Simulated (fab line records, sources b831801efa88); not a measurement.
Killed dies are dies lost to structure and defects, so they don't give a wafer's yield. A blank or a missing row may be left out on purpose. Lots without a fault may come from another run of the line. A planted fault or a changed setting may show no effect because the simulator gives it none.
One fault seen from 2 desks | flow gf180mcu | each desk has only its own numbers; what lay behind them comes last

THE TOOL OWNER'S DESK: plasma_asher-04
The tool's own readings at GF_MVSD_STRIP_10 (strips in O2/N2): means of the sampled wafers that have a number, for each lot that ran on this tool. A lot is out of limits, marked OUT, if its mean lies more than 4 standard deviations from the usual mean; the brackets give that distance.
Columns: A = drypump_motor_current_A at GF_MVSD_STRIP_10, usual 5.9 A; B = heater_power_w at GF_MVSD_STRIP_10, usual 347 W; C = n2_flow_sccm at GF_MVSD_STRIP_10, usual 299.8 sccm; D = o2_flow_sccm at GF_MVSD_STRIP_10, usual 2999 sccm; E = oes_product_au at GF_MVSD_STRIP_10, usual 0.723 a.u.; F = strip_time_to_endpoint_s at GF_MVSD_STRIP_10, usual 36.97 s
lot  | first seen here | A   | B   | C     | D              | E     | F
L710 | day 4 10:58     | 5.9 | 376 | 299.6 | 3000           | 0.719 | 37.04
L712 | day 4 22:59     | 6.0 | 394 | 300.5 | 3008           | 0.721 | 37.11
L713 | day 5 03:32     | 5.8 | 364 | 300.0 | 2988           | 0.725 | 37.01
L714 | day 5 08:47     | 5.9 | 373 | 300.4 | 3393 (+50) OUT | 0.722 | 36.74
L716 | day 5 22:42     | 5.8 | 341 | 299.4 | 3201 (+26) OUT | 0.723 | 36.87
L727 | day 8 13:59     | 6.0 | 364 | 299.7 | 3000           | 0.720 | 37.19
L730 | day 9 08:41     | 5.9 | 346 | 299.9 | 2997           | 0.720 | 36.84
This desk's finding: out of limits on L714, L716; first on L714, day 5 08:47 (o2_flow_sccm at GF_MVSD_STRIP_10). In limits: L710, L712, L713, L727, L730.

THE METROLOGY DESK
What the gauges read, lot by lot, whatever tool the lot ran on: means of the sampled wafers that have a number. A lot is out of limits, marked OUT, if its mean lies more than 4 standard deviations from the usual mean; the brackets give that distance.
Columns: A = cd_nm at GF_STI_CD_MEAS_12, usual 220.2 nm; B = DNWELL_TW at GF_DNWELL_TW_MEAS_09, usual 1351; C = VT_IMPLANT_02_OVL at GF_VT_IMPLANT_OVL_MEAS_29, usual 0.2 nm
lot  | first seen here | A     | B    | C
L710 | day 2 01:53     | 219.4 | 1346 | 0.5
L712 | day 2 13:14     | 221.7 | 1349 | 1.4
L713 | day 2 16:52     | 220.6 | 1361 | 1.4
L714 | day 2 21:16     | 220.5 | 1352 | -0.6
L715 | day 3 03:51     | 220.5 | 1336 | 0.0
L716 | day 3 08:34     | 222.5 | 1346 | 0.9
L717 | day 3 12:42     | 219.0 | 1343 | -0.3
L724 | day 5 02:35     | 220.6 | 1344 | 0.1
L726 | day 5 11:59     | 220.2 | 1359 | -1.4
L727 | day 5 17:02     | 219.0 | 1357 | 0.7
L728 | day 5 22:05     | 220.0 | 1363 | -0.1
L730 | day 6 10:03     | 219.9 | 1352 | -0.3
L731 | day 6 14:35     | 219.1 | 1355 | 0.5
L732 | day 6 18:19     | 219.7 | 1348 | 1.7
This desk's finding: nothing out of limits on any of the 14 lots.

PUT TOGETHER
The tool owner's desk could have raised an alarm at day 5 08:47, on L714, L716.
The metrology desk saw nothing out of limits.
The metrology desk has L714, L716 on record, within its limits.
Of the lots named, all ran GF_MVSD_STRIP_10 on plasma_asher-04.

WHAT THE SIMULATOR HAD PUT IN
Process parameter drift: plasma_asher-04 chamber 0, from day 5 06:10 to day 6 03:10, at GF_MVSD_STRIP_10. Setting o2_flow_sccm, moved by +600, from 3000. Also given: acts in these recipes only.
Lots struck among those shown: L714, L716.
Hours from the fault's start to each desk's first reading out of limits: the tool owner's desk, 3.
